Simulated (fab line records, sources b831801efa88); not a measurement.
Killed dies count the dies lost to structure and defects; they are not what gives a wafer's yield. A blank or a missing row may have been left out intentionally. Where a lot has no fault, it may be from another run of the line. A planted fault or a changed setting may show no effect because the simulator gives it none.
Problem report in the 8D (eight disciplines) form, filled by code | flow gf180mcu | the parts of the form that need people (team, actions taken, sign-off) are left out

1. PROBLEM STATEMENT
temp-c at GF_STI_WET_ETCH_26 reads a mean of 24.56 C on 1 wafer of 1 lot; wafers without a fault read 25.00 C with a standard deviation of 0.1. Measured from the usual mean, that is -4.4 standard deviations.
The step: etches SiO2 in dHF, target depth 94 nm, time 188 s.
The first sign was on wafer L207.2 at day 5 13:23, on wet-bench-03. The record holds 37 wafers of 13 lots with a number at this step. Rule for "out", or "out of limits": more than 4 standard deviations from the usual mean. All remaining wafers that have a number are taken as sound.

2. WHAT IT IS, WHAT IT ISN'T
question                    | is                     | is not
which readings at this step | temp-c                 | -
which lots                  | L207                   | L191, L192, L193, L194, L195, L196, L197, L203, L210, L211, L212, L213
which wafers of those lots  | all that have a number | -
read on which tools         | wet-bench-03           | wet-bench-01, wet-bench-04
when                        | from day 5 13:23       | up to then (24 sound wafers); but 12 sound wafers of L210, L211, L212, L213 came after

3. WHAT RULES OUT EACH SUSPECT
Counting: any tool at a process step up to the reading is kept as a suspect provided that every lot that is out went through it and no sound lot did after the first of them.
- rie-si-02 at GF_STI_ETCH_14 (etches Si in HBr/Cl2/O2, target depth 360 nm, time 102.9 s): kept. It ran the lot that is out, L207 (day 5 11:02), and no sound lot after that; its last sound lot up to then is L195 (day 2 23:19).
- wet-bench-03 at GF_STI_WET_ETCH_26 (etches SiO2 in dHF, target depth 94 nm, time 188 s): kept. It ran the lot that is out, L207 (day 5 13:23), and no sound lot after that; its last sound lot up to then is L197 (day 3 11:56). Its own temp-c readings are out on those wafers.
The count leaves wet-bench-03 at GF_STI_WET_ETCH_26 and rie-si-02 at GF_STI_ETCH_14.

4. THE CAUSE (what the simulator had put in)
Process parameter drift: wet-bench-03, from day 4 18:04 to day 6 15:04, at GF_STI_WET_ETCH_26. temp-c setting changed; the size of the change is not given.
Counting left 2 suspects, and this tool is among them.

5. SEQUENCE OF EFFECTS, ordered by route
Rows list readings where the struck wafers' mean (over those with a number) sits beyond 3 standard deviations from the usual. Readings are gone through only where the record gives a usual standard deviation; hours: the median, over the lots, of the time from a lot's start at the first step in this table giving one to that lot's start at this step; sigmas: the change measured in usual standard deviations.
hours | step               | reading | usual   | on struck wafers | change | sigmas
0     | GF_STI_WET_ETCH_26 | temp-c  | 25.00 C | 24.56            | -0.44  | -4.4
Process steps it contains:
- GF_STI_WET_ETCH_26: etches SiO2 in dHF, target depth 94 nm, time 188 s.
Later measuring or inspecting steps at which every struck wafer that the step has a row for has a number for every such reading, and none has moved that far: GF_MVSD_OVL_MEAS_07.

6. WHAT WOULD HAVE CAUGHT IT SOONER
In this record no reading fell out of limits until day 5 13:23, 19 hours after the fault had begun at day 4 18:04.
